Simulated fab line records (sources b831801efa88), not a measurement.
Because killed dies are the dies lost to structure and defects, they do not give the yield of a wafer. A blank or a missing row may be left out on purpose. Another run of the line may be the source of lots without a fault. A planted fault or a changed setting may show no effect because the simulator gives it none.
fab line records    flow sfq-line
record lots=6  wafers=18  last-day=80
route steps=325 shown M1@58 I1@73 M2@88 M8@325
lots untouched by any fault: they come from a run of this same line in which no faults occurred
start-h: start of the lot's first displayed wafer, in hours after the record's first day    wait-h: hours elapsed since this lot's preceding step    " the same as in the row above    L1.1+2: a row that stands for several wafers    - value missing, or start not given    * or withheld: withheld    < > ~ a bound
route shown NAME@n: NAME is a module with steps in the file, n the number in the route of the first one    usual: mean/standard deviation taken from wafers without a fault    same: alike in all rows    chamber/n: place in a boat    sites: readings site by site    _std_site: how widely they spread, as a standard deviation    _edge_site: the outer-site mean with the inner-site mean subtracted    radius-mm: for every site, how far away it sits from the centre of the wafer    mask NAME#n: copy n    behind: tool/chamber where the wafer was last shaped    hold: reason for holding the lot/hours on hold/outcome of the hold    device: transistor that didn't switch, given as n, p or np    end of line: the same wafers' tests at the end of the route    a step with no rows: only its recipe    killed: at the first sort, the dies lost to defects and structure; wafer yield is something else    map: shows each die of a wafer: x if killed, . if not, _ if none is there
set.NAME: the setting the step ran with; set.NAME@STEP: the setting that earlier step ran with    model.NAME: the simulator's own value behind a step, which no gauge read
certain route steps with their lots: each step a table, each wafer a row
services: a tool's chamber out of use, with start hour (start-h, from the record's first day; less than 0 if before it), hours out, and reason
## steps
# step SFQ_TRILAYER_M1_DEP_PRE_CLEAN_038
# recipe gas=Ar  time-s=22.5  bias-v=250
# step SFQ_TRILAYER_M1_DEP_SPUTTER_037
# recipe material=Nb  base-pressure-pa=1.33e-06  chamber-pressure-pa=0.1333  substrate-temp-c=20  resputter-cathode-voltage-v=400  target-thk-nm=200  power-w=2000  time-s=133.3
# usual throttle-valve-pct=29.5/0.57
lot.wafer  tool            chamber  start-h  wait-h  throttle-valve-pct
L916.3     pvd-sputter-03  -        372.79   0.0     29.6
L916.4     "               -        "        "       29.1
L916.6     "               -        "        "       29.0
L922.1     pvd-sputter-06  -        578.74   0.0     30.7
L922.2     "               -        "        "       28.8
L922.6     "               -        "        "       30.0
L927.1     pvd-sputter-06  -        642.39   0.0     30.7
L927.3     "               -        "        "       29.5
L927.4     "               -        "        "       28.7
L928.1     pvd-sputter-03  -        649.51   0.0     29.2
L928.3     "               -        "        "       29.7
L928.5     "               -        "        "       29.2
L929.4     pvd-sputter-05  -        660.31   0.0     29.2
L929.5     "               -        "        "       29.2
L929.6     "               -        "        "       28.9
L930.1     pvd-sputter-05  -        669.91   0.0     29.7
L930.2     "               -        "        "       29.1
L930.5     "               -        "        "       28.7
# step SFQ_M1_RS_MEAS_909
# recipe thk-meas-gauge=four-point-probe  reads=Nb_of_TRILAYER_M1_DEP_SPUTTER_037
# usual M1_NB_RS=0.887/0.011
lot.wafer  tool           chamber  start-h  wait-h  M1_NB_RS[ohm/sq]
L916.3     film-metro-02  -        372.92   0.1     0.887
L916.4     "              -        "        "       0.889
L916.6     "              -        "        "       0.888
L922.1     film-metro-01  -        578.83   0.0     0.894
L922.2     "              -        "        "       0.893
L922.6     "              -        "        "       0.896
L927.1     film-metro-04  -        642.49   0.0     0.886
L927.3     "              -        "        "       0.893
L927.4     "              -        "        "       0.891
L928.1     film-metro-01  -        649.60   0.0     0.900
L928.3     "              -        "        "       0.919
L928.5     "              -        "        "       0.905
L929.4     film-metro-02  -        660.46   0.1     0.881
L929.5     "              -        "        "       0.879
L929.6     "              -        "        "       0.885
L930.1     film-metro-02  -        670.00   0.0     0.891
L930.2     "              -        "        "       0.882
L930.5     "              -        "        "       0.886
# step SFQ_TRILAYER_M1_LITHO_COAT_044
# recipe resist=BARC  spin-rpm=3000  resist-thk-nm=62
# step SFQ_TRILAYER_M1_LITHO_COAT_039
# recipe resist=KrF  spin-rpm=3000  resist-thk-nm=600
# step SFQ_TRILAYER_M1_LITHO_SOFTBAKE_043
# recipe temp-c=withheld  time-s=withheld  resist=KrF
# step SFQ_TRILAYER_M1_LITHO_EXPOSE_040
# recipe mask-id=M1  na=0.6  source-shape=conventional  sigma-outer=0.65  target-cd-nm=500  dose-mj=14.4
# step SFQ_TRILAYER_M1_LITHO_PEB_042
# recipe peb-temp-c=115  peb-time-s=60  resist=KrF
# step SFQ_TRILAYER_M1_LITHO_DEVELOP_041
# recipe time-s=60  resist=KrF
# step SFQ_M1_OVL_MEAS_911
# usual M1_OVL=0/6.2
lot.wafer  tool        chamber  start-h  wait-h  M1_OVL[nm]
L916.3     overlay-01  -        523.24   0.1     4
L916.4     "           -        "        "       -7
L916.6     "           -        "        "       -9
L922.1     overlay-02  -        581.26   0.1     -10
L922.2     "           -        "        "       4
L922.6     "           -        "        "       3
L927.1     overlay-02  -        799.92   0.1     -4
L927.3     "           -        "        "       -10
L927.4     "           -        "        "       -4
L928.1     overlay-02  -        803.52   0.1     9
L928.3     "           -        "        "       6
L928.5     "           -        "        "       8
L929.4     overlay-01  -        815.54   0.1     -3
L929.5     "           -        "        "       -7
L929.6     "           -        "        "       -2
L930.1     overlay-02  -        827.48   0.1     -1
L930.2     "           -        "        "       -3
L930.5     "           -        "        "       -2
# step SFQ_TRILAYER_M1_BARC_OPEN_METAL_ETCH_054
# recipe mask-material=PR  chemistry=O2  target-depth-nm=125  target=BARC  icp-w=600  bias-w=80  pressure-mtorr=10  time-s=41.7
# step SFQ_TRILAYER_M1_ETCH_METAL_ETCH_042
# recipe target=Nb  stop-on=SiO2  mask-material=PR  chemistry=Cl2/Ar  target-depth-nm=240  icp-w=600  bias-w=80  pressure-mtorr=10  time-s=120
# usual drypump-motor-current-A=6.0/0.57  oes-product-au=0.896/0.0071
lot.wafer  tool          chamber  start-h  wait-h  drypump-motor-current-A  oes-product-au  rf-hours-counter-h  model.etch.depth-nm  model.M1.feature-depth-nm  model.KrF_of_TRILAYER_M1_LITHO_COAT_039.thk-nm
L916.3     rie-metal-01  0        523.36   0.1     5.3                      0.899           -                   200.6                200.6                      378.8
L916.4     "             1        "        "       6.3                      0.894           -                   200                  200                        379.6
L916.6     "             0        "        "       5.3                      0.898           -                   201                  201                        380.7
L922.1     rie-metal-02  1        581.38   0.1     6.3                      0.894           3                   199.2                199.2                      376.7
L922.2     "             0        "        "       6.5                      0.890           109                 199                  199                        380.6
L922.6     "             1        "        "       6.3                      0.889           -                   198.4                198.4                      375.5
L927.1     rie-metal-01  0        800.02   0.0     5.3                      0.894           18                  200.8                200.8                      380.4
L927.3     "             0        "        "       5.3                      0.892           -                   199.4                199.4                      381.8
L927.4     "             1        "        "       6.3                      0.693           -                   123.2                123.2                      448.8
L928.1     rie-metal-01  1        803.62   0.0     6.3                      0.889           6                   197.3                197.3                      381.8
L928.3     "             0        "        "       5.3                      0.877           -                   193                  193                        382
L928.5     "             0        "        "       5.3                      0.689           -                   121.3                121.3                      447.8
L929.4     rie-metal-02  1        815.80   0.2     6.3                      0.896           -                   201.8                201.8                      380.1
L929.5     "             1        "        "       6.3                      0.893           -                   202.2                202.2                      381.9
L929.6     "             1        "        "       6.3                      0.898           -                   201                  201                        380.6
L930.1     rie-metal-02  1        827.64   0.1     6.3                      0.900           41                  200                  200                        383.4
L930.2     "             1        "        "       6.2                      0.897           -                   201.8                201.8                      384.2
L930.5     "             1        "        "       6.3                      0.895           -                   200.9                200.9                      383
# step SFQ_TRILAYER_M1_STRIP_STRIP_043
# recipe gas=O2  power-w=200  platen-temp-c=40  overash-fraction=0.65  chemistry=O2  pressure-mtorr=50
# step SFQ_TRILAYER_M1_STRIP_SOLV_CLEAN_044
# recipe chemistry=NMP  temp-c=70  time-s=600
# step SFQ_TRILAYER_I1_DEP_PECVD_045
# recipe material=SiO2  temp-c=150  time-s=111.11  pressure-torr=2.4  rf-w=183.3  precursor=SiH4/N2O  target-thk-nm=500
# step SFQ_TRILAYER_I1_CMP_CMP_046
# recipe material=SiO2  down-force-psi=3  platen-rpm=60  pad-velocity-m-s=0.94248
# usual motor-current-A=10.5/0.77  retaining-ring-pressure-frac=0.999/0.005  time-to-endpoint-s=219/9.4
lot.wafer  tool    chamber  start-h  wait-h  motor-current-A  retaining-ring-pressure-frac  time-to-endpoint-s
L916.3     cmp-01  1        524.30   0.0     8.8              1.004                         216
L916.4     "       2        "        "       10.7             0.999                         231
L916.6     "       2        526.80   2.5     11.2             1.002                         231
L922.2     cmp-02  0        583.10   0.5     11.3             0.997                         214
L922.1     "       2        584.10   1.5     11.8             0.997                         209
L922.6     "       0        585.10   2.5     11.1             1.000                         228
L927.4     cmp-02  0        809.77   8.8     11.6             0.990                         221
L927.1     "       1        "        "       10.2             0.996                         215
L927.3     "       2        "        "       11.0             0.994                         223
L928.1     cmp-01  3        813.56   9.0     9.5              1.000                         224
L928.3     "       0        "        "       10.4             1.000                         218
L928.5     "       2        815.06   10.4    10.8             1.003                         222
L929.4     cmp-02  0        824.77   7.4     11.6             1.000                         239
L929.6     "       0        826.77   9.4     11.2             1.006                         238
L929.5     "       1        "        "       9.4              0.997                         241
L930.2     cmp-02  2        837.27   8.0     10.9             1.002                         209
L930.1     "       0        838.27   9.0     11.4             0.996                         215
L930.5     "       2        839.27   9.9     11.2             1.003                         216
# step SFQ_I1_BOW_MEAS_912
# recipe mode=bow
# usual I1_BOW=1/8.1
lot.wafer  tool           chamber  start-h  wait-h  I1_BOW[um]
L916.3     film-metro-02  -        527.34   2.5     -8
L916.4     "              -        "        "       7
L916.6     "              -        "        "       -2
L922.1     film-metro-03  -        585.60   1.0     4
L922.2     "              -        "        "       2
L922.6     "              -        "        "       1
L927.1     film-metro-03  -        812.77   2.0     -7
L927.3     "              -        "        "       -7
L927.4     "              -        "        "       5
L928.1     film-metro-03  -        816.06   2.0     -2
L928.3     "              -        "        "       15
L928.5     "              -        "        "       -2
L929.4     film-metro-01  -        827.83   2.6     1
L929.5     "              -        "        "       -7
L929.6     "              -        "        "       5
L930.1     film-metro-02  -        839.77   1.0     -14
L930.2     "              -        "        "       -6
L930.5     "              -        "        "       -2
# step SFQ_TRILAYER_I1_METRO_MEASURE_047
# usual thk-nm=200.2/1.3
lot.wafer  tool           chamber  start-h  wait-h  thk-nm
L916.3     film-metro-02  -        527.82   0.5     200.4
L916.4     "              -        "        "       201.7
L916.6     "              -        "        "       201.4
L922.1     film-metro-03  -        585.72   0.1     200.3
L922.2     "              -        "        "       201.5
L922.6     "              -        "        "       201.6
L927.1     film-metro-03  -        812.89   0.1     203.2
L927.3     "              -        "        "       200.7
L927.4     "              -        "        "       200.5
L928.1     film-metro-03  -        816.18   0.1     201.4
L928.3     "              -        "        "       199.8
L928.5     "              -        "        "       200.6
L929.4     film-metro-01  -        828.49   0.6     202.6
L929.5     "              -        "        "       202.4
L929.6     "              -        "        "       201.9
L930.1     film-metro-02  -        839.89   0.1     199.7
L930.2     "              -        "        "       200.8
L930.5     "              -        "        "       200.4
# step SFQ_TRILAYER_I1_VIA_LITHO_COAT_054
# recipe resist=BARC  spin-rpm=3000  resist-thk-nm=62
# step SFQ_TRILAYER_I1_VIA_LITHO_COAT_049
# recipe resist=KrF  spin-rpm=3000  resist-thk-nm=650
# step SFQ_TRILAYER_I1_VIA_LITHO_SOFTBAKE_053
# recipe temp-c=withheld  time-s=withheld  resist=KrF
# step SFQ_TRILAYER_I1_VIA_LITHO_EXPOSE_050
# recipe mask-id=I1  na=0.6  source-shape=conventional  sigma-outer=0.65  target-cd-nm=500  dose-mj=21.3
# step SFQ_TRILAYER_I1_VIA_LITHO_PEB_052
# recipe peb-temp-c=115  peb-time-s=60  resist=KrF
# step SFQ_TRILAYER_I1_VIA_LITHO_DEVELOP_051
# recipe time-s=60  resist=KrF
# step SFQ_I1_OVL_MEAS_913
# usual I1_OVL=-1/5.6
lot.wafer  tool        chamber  start-h  wait-h  I1_OVL[nm]
L916.3     overlay-01  -        689.33   0.1     -4
L916.4     "           -        "        "       9
L916.6     "           -        "        "       9
L922.1     overlay-02  -        743.45   0.1     -3
L922.2     "           -        "        "       -3
L922.6     "           -        "        "       -5
L927.1     overlay-02  -        816.34   0.1     0
L927.3     "           -        "        "       2
L927.4     "           -        "        "       4
L928.1     overlay-02  -        820.24   0.1     2
L928.3     "           -        "        "       3
L928.5     "           -        "        "       -2
L929.4     overlay-02  -        831.35   0.1     -6
L929.5     "           -        "        "       -6
L929.6     "           -        "        "       -4
L930.1     overlay-02  -        844.21   0.1     3
L930.2     "           -        "        "       5
L930.5     "           -        "        "       4
# step SFQ_TRILAYER_I1_VIA_BARC_OPEN_VIA_ETCH_071
# recipe mask-material=PR  chemistry=O2  target-depth-nm=125  target=BARC  source-w=500  bias-w=80  pressure-mtorr=30  time-s=41.7
# step SFQ_TRILAYER_I1_VIA_ETCH_VIA_ETCH_052
# recipe target=SiO2  stop-on=Nb  mask-material=PR  taper-deg=20  chemistry=CHF3  target-depth-nm=260  source-w=500  bias-w=80  pressure-mtorr=30  time-s=withheld
# step SFQ_TRILAYER_I1_VIA_STRIP_STRIP_053
# recipe gas=O2  power-w=200  platen-temp-c=40  overash-fraction=0.65  chemistry=O2  pressure-mtorr=50
# usual drypump-motor-current-A=5.7/0.52  oes-product-au=1.003/0.0088
lot.wafer  tool          chamber  start-h  wait-h  drypump-motor-current-A  oes-product-au  rf-hours-counter-h
L916.3     rie-metal-01  1        689.91   -       6.3                      1.003           -
L916.4     "             1        "        "       6.3                      1.008           -
L916.6     "             1        "        "       6.3                      1.006           -
L922.1     rie-metal-01  1        743.63   -       6.3                      1.007           140
L922.2     "             0        "        "       5.3                      0.995           8
L922.6     "             1        "        "       6.3                      1.010           -
L927.1     rie-metal-03  1        816.52   -       6.1                      0.982           123
L927.3     "             0        "        "       5.4                      0.990           -
L927.4     "             1        "        "       6.1                      0.981           -
L928.1     rie-metal-01  1        820.43   -       6.3                      1.004           8
L928.3     "             1        "        "       6.3                      1.001           -
L928.5     "             0        "        "       5.3                      0.992           -
L929.4     rie-metal-03  1        831.72   -       6.1                      0.981           -
L929.5     "             1        "        "       6.1                      0.993           -
L929.6     "             0        "        "       5.5                      0.999           -
L930.1     rie-metal-04  1        844.40   -       4.8                      1.005           41
L930.2     "             0        "        "       5.7                      1.007           60
L930.5     "             1        "        "       4.8                      1.017           -
# step SFQ_TRILAYER_I1_VIA_STRIP_SOLV_CLEAN_054
# recipe chemistry=NMP  temp-c=70  time-s=600
# step SFQ_TRILAYER_M2_DEP_PRE_CLEAN_056
# recipe gas=Ar  time-s=22.5  bias-v=250
# step SFQ_TRILAYER_M2_DEP_SPUTTER_055
# recipe material=Nb  base-pressure-pa=1.33e-06  chamber-pressure-pa=0.1333  substrate-temp-c=20  resputter-cathode-voltage-v=400  target-thk-nm=200  power-w=2000  time-s=133.3
# step SFQ_M2_RS_MEAS_914
# recipe thk-meas-gauge=four-point-probe  reads=Nb_of_TRILAYER_M2_DEP_SPUTTER_055
# usual M2_NB_RS=0.889/0.0083
lot.wafer  tool           chamber  start-h  wait-h  M2_NB_RS[ohm/sq]
L916.3     film-metro-03  -        691.04   0.1     0.900
L916.4     "              -        "        "       0.903
L916.6     "              -        "        "       0.891
L922.1     film-metro-04  -        744.53   0.0     0.885
L922.2     "              -        "        "       0.888
L922.6     "              -        "        "       0.899
L927.1     film-metro-01  -        817.42   0.0     0.890
L927.3     "              -        "        "       0.868
L927.4     "              -        "        "       0.868
L928.1     film-metro-03  -        821.33   0.0     0.899
L928.3     "              -        "        "       0.892
L928.5     "              -        "        "       0.895
L929.4     film-metro-01  -        832.48   0.1     0.887
L929.5     "              -        "        "       0.883
L929.6     "              -        "        "       0.884
L930.1     film-metro-04  -        845.30   0.0     0.888
L930.2     "              -        "        "       0.909
L930.5     "              -        "        "       0.884
# step SFQ_TRILAYER_M2_LITHO_COAT_062
# recipe resist=BARC  spin-rpm=3000  resist-thk-nm=62
# step SFQ_TRILAYER_M2_LITHO_COAT_057
# recipe resist=KrF  spin-rpm=3000  resist-thk-nm=600
# step SFQ_TRILAYER_M2_LITHO_SOFTBAKE_061
# recipe temp-c=withheld  time-s=withheld  resist=KrF
# step SFQ_TRILAYER_M2_LITHO_EXPOSE_058
# recipe mask-id=M2  na=0.6  source-shape=conventional  sigma-outer=0.65  target-cd-nm=500  dose-mj=14.4
# step SFQ_TRILAYER_M2_LITHO_PEB_060
# recipe peb-temp-c=115  peb-time-s=60  resist=KrF
# step SFQ_TRILAYER_M2_LITHO_DEVELOP_059
# recipe time-s=60  resist=KrF
# step SFQ_M2_OVL_MEAS_916
# usual M2_OVL=0/5.6
lot.wafer  tool        chamber  start-h  wait-h  M2_OVL[nm]
L916.3     overlay-01  -        843.10   0.1     3
L916.4     "           -        "        "       6
L916.6     "           -        "        "       4
L922.1     overlay-01  -        900.45   0.1     -3
L922.2     "           -        "        "       0
L922.6     "           -        "        "       -2
L927.1     overlay-01  -        954.87   0.1     -4
L927.3     "           -        "        "       5
L927.4     "           -        "        "       -2
L928.1     overlay-02  -        962.04   0.1     11
L928.3     "           -        "        "       3
L928.5     "           -        "        "       4
L929.4     overlay-02  -        973.97   0.1     -4
L929.5     "           -        "        "       2
L929.6     "           -        "        "       -9
L930.1     overlay-01  -        987.16   0.1     -1
L930.2     "           -        "        "       1
L930.5     "           -        "        "       3
# step SFQ_TRILAYER_M2_BARC_OPEN_METAL_ETCH_077
# recipe mask-material=PR  chemistry=O2  target-depth-nm=125  target=BARC  icp-w=600  bias-w=80  pressure-mtorr=10  time-s=41.7
# usual drypump-motor-current-A=5.6/0.6  oes-product-au=0.685/0.0045
lot.wafer  tool          chamber  start-h  wait-h  drypump-motor-current-A  oes-product-au  rf-hours-counter-h
L916.3     rie-metal-03  0        843.14   0.0     5.5                      0.683           -
L916.4     "             1        "        "       6.1                      0.675           -
L916.6     "             0        "        "       5.5                      0.684           -
L922.1     rie-metal-03  1        900.49   0.0     6.1                      0.689           1
L922.2     "             0        "        "       5.5                      0.688           79
L922.6     "             0        "        "       5.5                      0.678           -
L927.1     rie-metal-04  0        954.91   0.0     5.7                      0.687           75
L927.3     "             1        "        "       4.7                      0.683           -
L927.4     "             0        "        "       5.7                      0.681           -
L928.1     rie-metal-04  1        962.08   0.0     4.8                      0.688           57
L928.3     "             1        "        "       4.7                      0.678           -
L928.5     "             0        "        "       5.6                      0.695           -
L929.4     rie-metal-04  0        974.01   0.0     5.6                      0.680           -
L929.5     "             1        "        "       4.7                      0.685           -
L929.6     "             0        "        "       5.7                      0.679           -
L930.1     rie-metal-04  0        987.19   0.0     5.6                      0.689           80
L930.2     "             1        "        "       4.8                      0.689           61
L930.5     "             1        "        "       4.7                      0.678           -
# step SFQ_M8_BOW_MEAS_951
# recipe mode=bow
# usual M8_BOW=11/11
lot.wafer  tool           chamber  start-h  wait-h  M8_BOW[um]  model.etest.m1.comb-log10-ohm
L916.3     film-metro-02  -        1854.83  0.0     6           12
L916.4     "              -        "        "       21          12
L916.6     "              -        "        "       12          12
L922.1     film-metro-04  -        1869.19  0.0     15          12
L922.2     "              -        "        "       14          12
L922.6     "              -        "        "       13          12
L927.1     film-metro-02  -        1913.62  0.0     11          12
L927.3     "              -        "        "       11          12
L927.4     "              -        "        "       23          0
L928.1     film-metro-04  -        1914.65  0.0     15          12
L928.3     "              -        "        "       33          12
L928.5     "              -        "        "       15          0
L929.4     film-metro-03  -        1916.08  0.1     10          12
L929.5     "              -        "        "       3           12
L929.6     "              -        "        "       16          12
L930.1     film-metro-02  -        1917.05  0.0     -12         12
L930.2     "              -        "        "       -3          12
L930.5     "              -        "        "       0           12
## services
tool          chamber  start-h  hours  kind
cmp-02        -        390.41   3.8    repair
cmp-02        -        394.74   4.9    pm
cmp-02        -        406.00   4.0    pm
cmp-02        -        454.89   0.5    repair
cmp-02        -        458.30   4.7    pm
rie-metal-03  1        468.06   10.1   repair
rie-metal-03  -        478.28   2.8    pm
cmp-02        -        516.68   0.4    repair
rie-metal-04  1        579.05   1.0    repair
cmp-02        -        594.91   2.2    repair
cmp-02        -        629.39   1.7    repair
rie-metal-04  0        669.49   9.3    repair
rie-metal-04  -        701.51   0.7    repair
cmp-02        -        746.92   4.0    pm
cmp-02        -        764.13   6.6    pm
rie-metal-04  -        766.93   1.4    pm
rie-metal-01  -        773.27   1.3    repair
rie-metal-04  1        781.08   20.5   repair
rie-metal-01  -        793.44   0.4    repair
cmp-02        -        831.37   1.3    repair
cmp-02        -        884.32   0.8    repair
rie-metal-01  0        921.69   5.8    repair
rie-metal-03  0        930.73   23.5   repair
cmp-02        -        953.83   1.7    repair
## key
first-sign step=SFQ_TRILAYER_M1_ETCH_METAL_ETCH_042  reading=oes-product-au  direction=down  sigmas=29  usual=0.896  struck=0.691
effect none on later readings
model-effect step=SFQ_TRILAYER_M1_ETCH_METAL_ETCH_042  value=etch.depth-nm  without=198.1  struck=122.3
model-effect step=SFQ_M8_BOW_MEAS_951  value=etest.m1.comb-log10-ohm  without=12  struck=0
met-at SFQ_TRILAYER_M1_ETCH_METAL_ETCH_042
struck-wafers L927.4,L928.5
onset-between 523.36 800.02
fault kind=process-parameter-drift  tool=rie-metal-01  chamber=-  onset-h=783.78  steps=SFQ_TRILAYER_M1_ETCH_METAL_ETCH_042  channel=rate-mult  offset=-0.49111  shape=step  end-h=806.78  scope=struck-wafers-only
